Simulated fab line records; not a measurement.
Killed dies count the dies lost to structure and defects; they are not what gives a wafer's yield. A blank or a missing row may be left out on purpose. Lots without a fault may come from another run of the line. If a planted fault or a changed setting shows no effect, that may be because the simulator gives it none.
fab line records / flow sfqLine
record: lots: 15 wafers: 45 lastDay: 89
route steps=325 shown L0V@16 M0@35
lots that met no fault: from a run of the same line without faults
startH: the number of hours between the record's first day and the start of the first shown wafer of the lot / waitH: time in hours since the lot's previous step / " same as the row above / L1.1+2: a row that stands for several wafers / - either no value or no given start / * or withheld: withheld / < > ~ a bound
route shown NAME@n: NAME is a module with steps in the file, n the number in the route of the first one / usual: mean/standard deviation taken from wafers without a fault / same: alike in all rows / chamber/n: place in a boat / sites: readings site by site / _std_site: standard deviation of those values / _edge_site: the outer-site mean with the inner-site mean subtracted / radiusMm: for every site, how far away it sits from the centre of the wafer / mask NAME#n: copy n / behind: tool/chamber where the wafer was last shaped / hold: reason for holding the lot/hours on hold/outcome of the hold / device: the transistor (n, p or np) that didn't switch / end of line: the tests these same wafers got at the end of their route / step lacking rows: just its recipe / killed: dies lost to structure and defects at the first sort, not the wafer's yield / map: a wafer's dies, x killed, . not, _ none there
set.NAME: the setting as run; set.NAME@STEP: as run at that earlier step / model.NAME: the simulator's own value behind a step, which no gauge read
route steps across a sampled set of lots; one table per step, one row per wafer
services: the hour from which a tool's chamber was out of use, counted from the record's first day as startH (under 0 if before that day), plus the number of hours and why
== steps ==
step: SFQ_TRILAYER_L0_CAP_PECVD_011
recipe: material: SiO2 tempC: 150 timeS: 13.333 pressureTorr: 2.4 rfW: 183.3 precursor: SiH4/N2O targetThkNm: 60
usual: chamberPressureTorr: 2.400/0.0057 heaterPowerOuterW: 32/8.4 heaterPowerW: 87/14 throttleValvePct: 24.6/1.6
lot.wafer=L539.1 tool=pecvd-01 chamber=0 startH=77.25 waitH=0.0 chamberPressureTorr=2.403 heaterPowerOuterW=35 heaterPowerW=105 throttleValvePct=23.9
lot.wafer=L539.2 tool=pecvd-01 chamber=1 startH=77.25 waitH=0.0 chamberPressureTorr=2.391 heaterPowerOuterW=18 heaterPowerW=71 throttleValvePct=25.6
lot.wafer=L539.6 tool=pecvd-01 chamber=1 startH=77.25 waitH=0.0 chamberPressureTorr=2.393 heaterPowerOuterW=19 heaterPowerW=71 throttleValvePct=25.7
lot.wafer=L540.1 tool=pecvd-02 chamber=1 startH=83.25 waitH=0.0 chamberPressureTorr=2.400 heaterPowerOuterW=37 heaterPowerW=98 throttleValvePct=25.1
lot.wafer=L540.4 tool=pecvd-02 chamber=0 startH=83.25 waitH=0.0 chamberPressureTorr=2.393 heaterPowerOuterW=31 heaterPowerW=87 throttleValvePct=25.3
lot.wafer=L540.5 tool=pecvd-02 chamber=1 startH=83.25 waitH=0.0 chamberPressureTorr=2.402 heaterPowerOuterW=38 heaterPowerW=99 throttleValvePct=24.9
lot.wafer=L543.3 tool=pecvd-02 chamber=2 startH=102.45 waitH=0.0 chamberPressureTorr=2.400 heaterPowerOuterW=29 heaterPowerW=82 throttleValvePct=27.2
lot.wafer=L543.4 tool=pecvd-02 chamber=0 startH=102.45 waitH=0.0 chamberPressureTorr=2.413 heaterPowerOuterW=27 heaterPowerW=77 throttleValvePct=25.2
lot.wafer=L543.6 tool=pecvd-02 chamber=1 startH=102.45 waitH=0.0 chamberPressureTorr=2.406 heaterPowerOuterW=32 heaterPowerW=93 throttleValvePct=25.0
lot.wafer=L544.1 tool=pecvd-02 chamber=1 startH=107.25 waitH=0.0 chamberPressureTorr=2.408 heaterPowerOuterW=36 heaterPowerW=96 throttleValvePct=24.5
lot.wafer=L544.3 tool=pecvd-02 chamber=2 startH=107.25 waitH=0.0 chamberPressureTorr=2.389 heaterPowerOuterW=29 heaterPowerW=85 throttleValvePct=27.0
lot.wafer=L544.4 tool=pecvd-02 chamber=0 startH=107.25 waitH=0.0 chamberPressureTorr=2.399 heaterPowerOuterW=36 heaterPowerW=92 throttleValvePct=25.2
lot.wafer=L546.4 tool=pecvd-03 chamber=1 startH=118.06 waitH=0.0 chamberPressureTorr=2.401 heaterPowerOuterW=18 heaterPowerW=64 throttleValvePct=22.1
lot.wafer=L546.5 tool=pecvd-03 chamber=2 startH=118.06 waitH=0.0 chamberPressureTorr=2.403 heaterPowerOuterW=48 heaterPowerW=108 throttleValvePct=24.1
lot.wafer=L546.6 tool=pecvd-03 chamber=0 startH=118.06 waitH=0.0 chamberPressureTorr=2.399 heaterPowerOuterW=33 heaterPowerW=81 throttleValvePct=21.9
lot.wafer=L547.2 tool=pecvd-01 chamber=1 startH=125.25 waitH=0.0 chamberPressureTorr=- heaterPowerOuterW=- heaterPowerW=- throttleValvePct=-
lot.wafer=L547.3 tool=pecvd-01 chamber=2 startH=125.25 waitH=0.0 chamberPressureTorr=- heaterPowerOuterW=- heaterPowerW=- throttleValvePct=-
lot.wafer=L547.4 tool=pecvd-01 chamber=0 startH=125.25 waitH=0.0 chamberPressureTorr=- heaterPowerOuterW=- heaterPowerW=- throttleValvePct=-
lot.wafer=L548.2 tool=pecvd-02 chamber=0 startH=132.45 waitH=0.0 chamberPressureTorr=- heaterPowerOuterW=- heaterPowerW=- throttleValvePct=-
lot.wafer=L548.4 tool=pecvd-02 chamber=2 startH=132.45 waitH=0.0 chamberPressureTorr=- heaterPowerOuterW=- heaterPowerW=- throttleValvePct=-
lot.wafer=L548.5 tool=pecvd-02 chamber=0 startH=132.45 waitH=0.0 chamberPressureTorr=- heaterPowerOuterW=- heaterPowerW=- throttleValvePct=-
lot.wafer=L549.1 tool=pecvd-03 chamber=0 startH=139.22 waitH=0.0 chamberPressureTorr=- heaterPowerOuterW=- heaterPowerW=- throttleValvePct=-
lot.wafer=L549.4 tool=pecvd-03 chamber=1 startH=139.22 waitH=0.0 chamberPressureTorr=- heaterPowerOuterW=- heaterPowerW=- throttleValvePct=-
lot.wafer=L549.5 tool=pecvd-03 chamber=2 startH=139.22 waitH=0.0 chamberPressureTorr=- heaterPowerOuterW=- heaterPowerW=- throttleValvePct=-
lot.wafer=L556.1 tool=pecvd-02 chamber=1 startH=175.00 waitH=0.0 chamberPressureTorr=2.394 heaterPowerOuterW=26 heaterPowerW=86 throttleValvePct=25.0
lot.wafer=L556.4 tool=pecvd-02 chamber=2 startH=175.00 waitH=0.0 chamberPressureTorr=2.407 heaterPowerOuterW=32 heaterPowerW=88 throttleValvePct=27.2
lot.wafer=L556.5 tool=pecvd-02 chamber=0 startH=175.00 waitH=0.0 chamberPressureTorr=2.407 heaterPowerOuterW=26 heaterPowerW=80 throttleValvePct=25.3
lot.wafer=L557.2 tool=pecvd-03 chamber=2 startH=179.80 waitH=0.0 chamberPressureTorr=2.407 heaterPowerOuterW=51 heaterPowerW=115 throttleValvePct=24.4
lot.wafer=L557.4 tool=pecvd-03 chamber=2 startH=179.80 waitH=0.0 chamberPressureTorr=2.401 heaterPowerOuterW=53 heaterPowerW=118 throttleValvePct=24.4
lot.wafer=L557.6 tool=pecvd-03 chamber=1 startH=179.80 waitH=0.0 chamberPressureTorr=2.385 heaterPowerOuterW=19 heaterPowerW=67 throttleValvePct=22.3
lot.wafer=L558.1 tool=pecvd-01 chamber=2 startH=187.00 waitH=0.0 chamberPressureTorr=2.388 heaterPowerOuterW=32 heaterPowerW=83 throttleValvePct=23.8
lot.wafer=L558.2 tool=pecvd-01 chamber=0 startH=187.00 waitH=0.0 chamberPressureTorr=2.397 heaterPowerOuterW=27 heaterPowerW=90 throttleValvePct=24.1
lot.wafer=L558.5 tool=pecvd-01 chamber=2 startH=187.00 waitH=0.0 chamberPressureTorr=2.397 heaterPowerOuterW=33 heaterPowerW=85 throttleValvePct=23.5
lot.wafer=L559.1 tool=pecvd-03 chamber=1 startH=193.00 waitH=0.0 chamberPressureTorr=2.402 heaterPowerOuterW=16 heaterPowerW=60 throttleValvePct=22.3
lot.wafer=L559.2 tool=pecvd-03 chamber=2 startH=193.00 waitH=0.0 chamberPressureTorr=2.403 heaterPowerOuterW=47 heaterPowerW=111 throttleValvePct=24.4
lot.wafer=L559.5 tool=pecvd-03 chamber=0 startH=193.00 waitH=0.0 chamberPressureTorr=2.398 heaterPowerOuterW=26 heaterPowerW=72 throttleValvePct=22.1
lot.wafer=L560.1 tool=pecvd-03 chamber=0 startH=199.00 waitH=0.0 chamberPressureTorr=2.400 heaterPowerOuterW=24 heaterPowerW=71 throttleValvePct=21.8
lot.wafer=L560.3 tool=pecvd-03 chamber=1 startH=199.00 waitH=0.0 chamberPressureTorr=2.404 heaterPowerOuterW=24 heaterPowerW=74 throttleValvePct=22.3
lot.wafer=L560.6 tool=pecvd-03 chamber=2 startH=199.00 waitH=0.0 chamberPressureTorr=2.403 heaterPowerOuterW=53 heaterPowerW=117 throttleValvePct=24.6
lot.wafer=L561.1 tool=pecvd-02 chamber=2 startH=205.00 waitH=0.0 chamberPressureTorr=2.404 heaterPowerOuterW=38 heaterPowerW=98 throttleValvePct=27.2
lot.wafer=L561.3 tool=pecvd-02 chamber=1 startH=205.00 waitH=0.0 chamberPressureTorr=2.402 heaterPowerOuterW=27 heaterPowerW=82 throttleValvePct=24.9
lot.wafer=L561.4 tool=pecvd-02 chamber=1 startH=205.00 waitH=0.0 chamberPressureTorr=2.397 heaterPowerOuterW=28 heaterPowerW=83 throttleValvePct=25.1
lot.wafer=L562.2 tool=pecvd-03 chamber=0 startH=211.00 waitH=0.0 chamberPressureTorr=2.392 heaterPowerOuterW=32 heaterPowerW=81 throttleValvePct=22.2
lot.wafer=L562.4 tool=pecvd-03 chamber=2 startH=211.00 waitH=0.0 chamberPressureTorr=2.395 heaterPowerOuterW=45 heaterPowerW=107 throttleValvePct=24.5
lot.wafer=L562.5 tool=pecvd-03 chamber=1 startH=211.00 waitH=0.0 chamberPressureTorr=2.402 heaterPowerOuterW=18 heaterPowerW=64 throttleValvePct=22.1
step: SFQ_TRILAYER_L0_VIA_ETCH_VIA_ETCH_016
recipe: target: SiO2 stopOn: MoNx_KI maskMaterial: PR chemistry: CHF3 targetDepthNm: 80 sourceW: 500 biasW: 80 pressureMtorr: 30 timeS: withheld
usual: drypumpMotorCurrentA: 5.9/0.53 oesProductAu: 0.842/0.0081
lot.wafer=L539.1 tool=rieDiel-04 chamber=2 startH=95.98 waitH=0.0 drypumpMotorCurrentA=6.4 oesProductAu=0.831
lot.wafer=L539.2 tool=rieDiel-04 chamber=3 startH=95.98 waitH=0.0 drypumpMotorCurrentA=6.7 oesProductAu=0.822
lot.wafer=L539.6 tool=rieDiel-04 chamber=0 startH=95.98 waitH=0.0 drypumpMotorCurrentA=6.3 oesProductAu=0.834
lot.wafer=L540.1 tool=rieDiel-02 chamber=2 startH=100.78 waitH=0.0 drypumpMotorCurrentA=6.0 oesProductAu=0.857
lot.wafer=L540.4 tool=rieDiel-02 chamber=0 startH=100.78 waitH=0.0 drypumpMotorCurrentA=6.1 oesProductAu=0.845
lot.wafer=L540.5 tool=rieDiel-02 chamber=0 startH=100.78 waitH=0.0 drypumpMotorCurrentA=6.1 oesProductAu=0.856
lot.wafer=L543.3 tool=rieDiel-04 chamber=1 startH=121.28 waitH=0.0 drypumpMotorCurrentA=5.2 oesProductAu=0.843
lot.wafer=L543.4 tool=rieDiel-04 chamber=0 startH=121.28 waitH=0.0 drypumpMotorCurrentA=6.3 oesProductAu=0.851
lot.wafer=L543.6 tool=rieDiel-04 chamber=1 startH=121.28 waitH=0.0 drypumpMotorCurrentA=5.2 oesProductAu=0.853
lot.wafer=L544.1 tool=rieDiel-04 chamber=3 startH=124.88 waitH=0.0 drypumpMotorCurrentA=6.7 oesProductAu=0.832
lot.wafer=L544.3 tool=rieDiel-04 chamber=1 startH=124.88 waitH=0.0 drypumpMotorCurrentA=5.2 oesProductAu=0.845
lot.wafer=L544.4 tool=rieDiel-04 chamber=0 startH=124.88 waitH=0.0 drypumpMotorCurrentA=6.3 oesProductAu=0.847
lot.wafer=L546.4 tool=rieDiel-01 chamber=0 startH=136.88 waitH=0.0 drypumpMotorCurrentA=6.0 oesProductAu=0.839
lot.wafer=L546.5 tool=rieDiel-01 chamber=0 startH=136.88 waitH=0.0 drypumpMotorCurrentA=6.0 oesProductAu=0.850
lot.wafer=L546.6 tool=rieDiel-01 chamber=3 startH=136.88 waitH=0.0 drypumpMotorCurrentA=5.8 oesProductAu=0.849
lot.wafer=L547.2 tool=rieDiel-04 chamber=1 startH=145.17 waitH=0.0 drypumpMotorCurrentA=5.2 oesProductAu=0.382
lot.wafer=L547.3 tool=rieDiel-04 chamber=3 startH=145.17 waitH=0.0 drypumpMotorCurrentA=6.7 oesProductAu=0.371
lot.wafer=L547.4 tool=rieDiel-04 chamber=0 startH=145.17 waitH=0.0 drypumpMotorCurrentA=6.3 oesProductAu=0.382
lot.wafer=L548.2 tool=rieDiel-02 chamber=0 startH=151.17 waitH=0.0 drypumpMotorCurrentA=6.1 oesProductAu=0.367
lot.wafer=L548.4 tool=rieDiel-02 chamber=3 startH=151.17 waitH=0.0 drypumpMotorCurrentA=5.6 oesProductAu=0.371
lot.wafer=L548.5 tool=rieDiel-02 chamber=3 startH=151.17 waitH=0.0 drypumpMotorCurrentA=5.6 oesProductAu=0.377
lot.wafer=L549.1 tool=rieDiel-04 chamber=3 startH=160.77 waitH=0.0 drypumpMotorCurrentA=6.7 oesProductAu=0.376
lot.wafer=L549.4 tool=rieDiel-04 chamber=2 startH=160.77 waitH=0.0 drypumpMotorCurrentA=6.4 oesProductAu=0.376
lot.wafer=L549.5 tool=rieDiel-04 chamber=0 startH=160.77 waitH=0.0 drypumpMotorCurrentA=6.3 oesProductAu=0.371
lot.wafer=L556.1 tool=rieDiel-01 chamber=2 startH=199.75 waitH=0.0 drypumpMotorCurrentA=5.8 oesProductAu=0.841
lot.wafer=L556.4 tool=rieDiel-01 chamber=0 startH=199.75 waitH=0.0 drypumpMotorCurrentA=6.0 oesProductAu=0.849
lot.wafer=L556.5 tool=rieDiel-01 chamber=1 startH=199.75 waitH=0.0 drypumpMotorCurrentA=4.8 oesProductAu=0.853
lot.wafer=L557.2 tool=rieDiel-02 chamber=2 startH=204.55 waitH=0.0 drypumpMotorCurrentA=6.0 oesProductAu=0.840
lot.wafer=L557.4 tool=rieDiel-02 chamber=1 startH=204.55 waitH=0.0 drypumpMotorCurrentA=6.3 oesProductAu=0.840
lot.wafer=L557.6 tool=rieDiel-02 chamber=0 startH=204.55 waitH=0.0 drypumpMotorCurrentA=6.1 oesProductAu=0.840
lot.wafer=L558.1 tool=rieDiel-02 chamber=2 startH=210.55 waitH=0.0 drypumpMotorCurrentA=6.0 oesProductAu=0.836
lot.wafer=L558.2 tool=rieDiel-02 chamber=0 startH=210.55 waitH=0.0 drypumpMotorCurrentA=6.1 oesProductAu=0.851
lot.wafer=L558.5 tool=rieDiel-02 chamber=3 startH=210.55 waitH=0.0 drypumpMotorCurrentA=5.6 oesProductAu=0.840
lot.wafer=L559.1 tool=rieDiel-01 chamber=1 startH=215.35 waitH=0.0 drypumpMotorCurrentA=4.8 oesProductAu=0.835
lot.wafer=L559.2 tool=rieDiel-01 chamber=0 startH=215.35 waitH=0.0 drypumpMotorCurrentA=6.0 oesProductAu=0.836
lot.wafer=L559.5 tool=rieDiel-01 chamber=2 startH=215.35 waitH=0.0 drypumpMotorCurrentA=5.8 oesProductAu=0.844
lot.wafer=L560.1 tool=rieDiel-01 chamber=3 startH=223.75 waitH=0.0 drypumpMotorCurrentA=5.8 oesProductAu=0.836
lot.wafer=L560.3 tool=rieDiel-01 chamber=0 startH=223.75 waitH=0.0 drypumpMotorCurrentA=6.0 oesProductAu=0.823
lot.wafer=L560.6 tool=rieDiel-01 chamber=1 startH=223.75 waitH=0.0 drypumpMotorCurrentA=4.8 oesProductAu=0.852
lot.wafer=L561.1 tool=rieDiel-01 chamber=0 startH=228.55 waitH=0.0 drypumpMotorCurrentA=6.0 oesProductAu=0.841
lot.wafer=L561.3 tool=rieDiel-01 chamber=3 startH=228.55 waitH=0.0 drypumpMotorCurrentA=5.8 oesProductAu=0.843
lot.wafer=L561.4 tool=rieDiel-01 chamber=1 startH=228.55 waitH=0.0 drypumpMotorCurrentA=4.8 oesProductAu=0.848
lot.wafer=L562.2 tool=rieDiel-02 chamber=0 startH=234.55 waitH=0.0 drypumpMotorCurrentA=6.1 oesProductAu=0.831
lot.wafer=L562.4 tool=rieDiel-02 chamber=0 startH=234.55 waitH=0.0 drypumpMotorCurrentA=6.1 oesProductAu=0.840
lot.wafer=L562.5 tool=rieDiel-02 chamber=2 startH=234.55 waitH=0.0 drypumpMotorCurrentA=6.0 oesProductAu=0.840
step: SFQ_TRILAYER_M0_LITHO_EXPOSE_022
recipe: maskId: M0 na: 0.6 sourceShape: conventional sigmaOuter: 0.65 targetCdNm: 500 doseMj: 14.4
usual: exposureDoseMJCm2: 14.398/0.014 focusOffsetNm: 0.0/0.43 stageVelMmS: 500.02/0.25
lot.wafer=L539.1 tool=krfScanner-01 chamber=0 startH=112.41 waitH=- mask=M0#0 exposureDoseMJCm2=14.400 focusOffsetNm=-0.5 stageVelMmS=500.25
lot.wafer=L539.2 tool=krfScanner-01 chamber=0 startH=112.41 waitH=- mask=M0#0 exposureDoseMJCm2=14.390 focusOffsetNm=-0.9 stageVelMmS=499.99
lot.wafer=L539.6 tool=krfScanner-01 chamber=0 startH=112.41 waitH=- mask=M0#0 exposureDoseMJCm2=14.378 focusOffsetNm=0.0 stageVelMmS=499.90
lot.wafer=L540.1 tool=krfScanner-01 chamber=0 startH=118.51 waitH=- mask=M0#0 exposureDoseMJCm2=14.406 focusOffsetNm=0.9 stageVelMmS=500.50
lot.wafer=L540.4 tool=krfScanner-01 chamber=0 startH=118.51 waitH=- mask=M0#0 exposureDoseMJCm2=14.403 focusOffsetNm=0.1 stageVelMmS=500.17
lot.wafer=L540.5 tool=krfScanner-01 chamber=0 startH=118.51 waitH=- mask=M0#0 exposureDoseMJCm2=14.380 focusOffsetNm=-0.4 stageVelMmS=500.16
lot.wafer=L543.3 tool=krfScanner-01 chamber=0 startH=138.11 waitH=- mask=M0#0 exposureDoseMJCm2=14.415 focusOffsetNm=0.4 stageVelMmS=500.01
lot.wafer=L543.4 tool=krfScanner-01 chamber=0 startH=138.11 waitH=- mask=M0#0 exposureDoseMJCm2=14.410 focusOffsetNm=0.4 stageVelMmS=500.19
lot.wafer=L543.6 tool=krfScanner-01 chamber=0 startH=138.11 waitH=- mask=M0#0 exposureDoseMJCm2=14.406 focusOffsetNm=-0.1 stageVelMmS=500.10
lot.wafer=L544.1 tool=krfScanner-01 chamber=0 startH=144.79 waitH=- mask=M0#0 exposureDoseMJCm2=14.403 focusOffsetNm=-0.4 stageVelMmS=500.31
lot.wafer=L544.3 tool=krfScanner-01 chamber=0 startH=144.79 waitH=- mask=M0#0 exposureDoseMJCm2=14.402 focusOffsetNm=-0.3 stageVelMmS=500.73
lot.wafer=L544.4 tool=krfScanner-01 chamber=0 startH=144.79 waitH=- mask=M0#0 exposureDoseMJCm2=14.405 focusOffsetNm=-0.1 stageVelMmS=500.12
lot.wafer=L546.4 tool=krfScanner-01 chamber=0 startH=157.39 waitH=- mask=M0#0 exposureDoseMJCm2=14.389 focusOffsetNm=-0.4 stageVelMmS=500.34
lot.wafer=L546.5 tool=krfScanner-01 chamber=0 startH=157.39 waitH=- mask=M0#0 exposureDoseMJCm2=14.403 focusOffsetNm=-0.9 stageVelMmS=500.44
lot.wafer=L546.6 tool=krfScanner-01 chamber=0 startH=157.39 waitH=- mask=M0#0 exposureDoseMJCm2=14.381 focusOffsetNm=-0.2 stageVelMmS=499.83
lot.wafer=L547.2 tool=krfScanner-01 chamber=- startH=168.87 waitH=- mask=M0#0 exposureDoseMJCm2=- focusOffsetNm=- stageVelMmS=-
lot.wafer=L547.3 tool=krfScanner-01 chamber=- startH=168.87 waitH=- mask=M0#0 exposureDoseMJCm2=- focusOffsetNm=- stageVelMmS=-
lot.wafer=L547.4 tool=krfScanner-01 chamber=- startH=168.87 waitH=- mask=M0#0 exposureDoseMJCm2=- focusOffsetNm=- stageVelMmS=-
lot.wafer=L548.2 tool=krfScanner-01 chamber=- startH=173.67 waitH=- mask=M0#0 exposureDoseMJCm2=- focusOffsetNm=- stageVelMmS=-
lot.wafer=L548.4 tool=krfScanner-01 chamber=- startH=173.67 waitH=- mask=M0#0 exposureDoseMJCm2=- focusOffsetNm=- stageVelMmS=-
lot.wafer=L548.5 tool=krfScanner-01 chamber=- startH=173.67 waitH=- mask=M0#0 exposureDoseMJCm2=- focusOffsetNm=- stageVelMmS=-
lot.wafer=L549.1 tool=krfScanner-01 chamber=- startH=185.43 waitH=- mask=M0#0 exposureDoseMJCm2=- focusOffsetNm=- stageVelMmS=-
lot.wafer=L549.4 tool=krfScanner-01 chamber=- startH=185.43 waitH=- mask=M0#0 exposureDoseMJCm2=- focusOffsetNm=- stageVelMmS=-
lot.wafer=L549.5 tool=krfScanner-01 chamber=- startH=185.43 waitH=- mask=M0#0 exposureDoseMJCm2=- focusOffsetNm=- stageVelMmS=-
lot.wafer=L556.1 tool=krfScanner-01 chamber=0 startH=223.38 waitH=- mask=M0#0 exposureDoseMJCm2=14.398 focusOffsetNm=0.2 stageVelMmS=499.95
lot.wafer=L556.4 tool=krfScanner-01 chamber=0 startH=223.38 waitH=- mask=M0#0 exposureDoseMJCm2=14.429 focusOffsetNm=-0.1 stageVelMmS=500.13
lot.wafer=L556.5 tool=krfScanner-01 chamber=0 startH=223.38 waitH=- mask=M0#0 exposureDoseMJCm2=14.407 focusOffsetNm=-0.1 stageVelMmS=500.79
lot.wafer=L557.2 tool=krfScanner-01 chamber=0 startH=228.38 waitH=- mask=M0#0 exposureDoseMJCm2=14.407 focusOffsetNm=0.2 stageVelMmS=499.95
lot.wafer=L557.4 tool=krfScanner-01 chamber=0 startH=228.38 waitH=- mask=M0#0 exposureDoseMJCm2=14.417 focusOffsetNm=0.3 stageVelMmS=500.16
lot.wafer=L557.6 tool=krfScanner-01 chamber=0 startH=228.38 waitH=- mask=M0#0 exposureDoseMJCm2=14.401 focusOffsetNm=0.6 stageVelMmS=499.88
lot.wafer=L558.1 tool=krfScanner-01 chamber=0 startH=234.18 waitH=- mask=M0#0 exposureDoseMJCm2=14.411 focusOffsetNm=0.5 stageVelMmS=499.77
lot.wafer=L558.2 tool=krfScanner-01 chamber=0 startH=234.18 waitH=- mask=M0#0 exposureDoseMJCm2=14.415 focusOffsetNm=-0.1 stageVelMmS=500.27
lot.wafer=L558.5 tool=krfScanner-01 chamber=0 startH=234.18 waitH=- mask=M0#0 exposureDoseMJCm2=14.407 focusOffsetNm=0.1 stageVelMmS=499.83
lot.wafer=L559.1 tool=krfScanner-01 chamber=0 startH=238.98 waitH=- mask=M0#0 exposureDoseMJCm2=14.427 focusOffsetNm=0.2 stageVelMmS=499.57
lot.wafer=L559.2 tool=krfScanner-01 chamber=0 startH=238.98 waitH=- mask=M0#0 exposureDoseMJCm2=14.433 focusOffsetNm=-0.6 stageVelMmS=499.87
lot.wafer=L559.5 tool=krfScanner-01 chamber=0 startH=238.98 waitH=- mask=M0#0 exposureDoseMJCm2=14.445 focusOffsetNm=-0.8 stageVelMmS=500.03
lot.wafer=L560.1 tool=krfScanner-01 chamber=0 startH=246.18 waitH=- mask=M0#0 exposureDoseMJCm2=14.391 focusOffsetNm=-0.6 stageVelMmS=499.96
lot.wafer=L560.3 tool=krfScanner-01 chamber=0 startH=246.18 waitH=- mask=M0#0 exposureDoseMJCm2=14.402 focusOffsetNm=0.1 stageVelMmS=499.74
lot.wafer=L560.6 tool=krfScanner-01 chamber=0 startH=246.18 waitH=- mask=M0#0 exposureDoseMJCm2=14.378 focusOffsetNm=0.3 stageVelMmS=499.48
lot.wafer=L561.1 tool=krfScanner-01 chamber=0 startH=253.19 waitH=- mask=M0#0 exposureDoseMJCm2=14.401 focusOffsetNm=0.2 stageVelMmS=500.03
lot.wafer=L561.3 tool=krfScanner-01 chamber=0 startH=253.19 waitH=- mask=M0#0 exposureDoseMJCm2=14.386 focusOffsetNm=0.0 stageVelMmS=500.07
lot.wafer=L561.4 tool=krfScanner-01 chamber=0 startH=253.19 waitH=- mask=M0#0 exposureDoseMJCm2=14.405 focusOffsetNm=-0.5 stageVelMmS=500.14
lot.wafer=L562.2 tool=krfScanner-01 chamber=0 startH=260.59 waitH=- mask=M0#0 exposureDoseMJCm2=14.391 focusOffsetNm=0.0 stageVelMmS=499.86
lot.wafer=L562.4 tool=krfScanner-01 chamber=0 startH=260.59 waitH=- mask=M0#0 exposureDoseMJCm2=14.397 focusOffsetNm=1.1 stageVelMmS=499.71
lot.wafer=L562.5 tool=krfScanner-01 chamber=0 startH=260.59 waitH=- mask=M0#0 exposureDoseMJCm2=14.398 focusOffsetNm=-0.2 stageVelMmS=499.92
== services ==
tool=rieDiel-02 chamber=- startH=56.69 hours=28.1 kind=pm
tool=rieDiel-01 chamber=- startH=95.77 hours=2.4 kind=repair
tool=rieDiel-04 chamber=3 startH=103.97 hours=7.9 kind=repair
tool=rieDiel-04 chamber=0 startH=108.81 hours=4.0 kind=repair
tool=krfScanner-01 chamber=- startH=114.81 hours=1.3 kind=pm
tool=pecvd-02 chamber=2 startH=122.06 hours=3.5 kind=repair
tool=rieDiel-04 chamber=0 startH=128.02 hours=5.2 kind=repair
tool=rieDiel-04 chamber=3 startH=134.51 hours=5.4 kind=repair
tool=krfScanner-01 chamber=- startH=139.86 hours=0.3 kind=repair
tool=pecvd-03 chamber=- startH=141.26 hours=5.5 kind=pm
tool=krfScanner-01 chamber=- startH=141.39 hours=1.0 kind=pm
tool=rieDiel-01 chamber=0 startH=155.19 hours=2.6 kind=repair
tool=rieDiel-04 chamber=1 startH=156.56 hours=20.6 kind=repair
tool=pecvd-02 chamber=- startH=162.65 hours=3.3 kind=repair
tool=rieDiel-01 chamber=0 startH=170.67 hours=23.0 kind=repair
tool=krfScanner-01 chamber=- startH=174.67 hours=3.6 kind=pm
tool=rieDiel-02 chamber=- startH=180.51 hours=1.5 kind=repair
tool=rieDiel-02 chamber=1 startH=192.78 hours=9.9 kind=repair
tool=rieDiel-01 chamber=1 startH=200.35 hours=7.6 kind=repair
tool=rieDiel-02 chamber=3 startH=219.31 hours=16.5 kind=repair
tool=rieDiel-01 chamber=2 startH=219.54 hours=59.9 kind=repair
tool=rieDiel-01 chamber=- startH=226.47 hours=0.4 kind=repair
tool=rieDiel-01 chamber=3 startH=240.09 hours=2.1 kind=repair
tool=krfScanner-01 chamber=- startH=247.86 hours=2.9 kind=repair
== key ==
firstSign: step: SFQ_TRILAYER_L0_CAP_PECVD_011 reading: toolRecord direction: missing
effect: step: SFQ_TRILAYER_L0_VIA_ETCH_VIA_ETCH_016 reading: oesProductAu direction: down sigmas: 58 usual: 0.842 struck: 0.375
effect: step: SFQ_TRILAYER_M0_LITHO_EXPOSE_022 reading: toolRecord direction: missing
metAt SFQ_TRILAYER_L0_CAP_PECVD_011
struckLots L547,L548,L549
onsetBetween 118.06 125.25
fault: kind: skippedStepWhole tool: pecvd-01,pecvd-02,pecvd-03 chamber: - onsetH: 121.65 steps: SFQ_TRILAYER_L0_CAP_PECVD_011 scope: struckLotsOnly
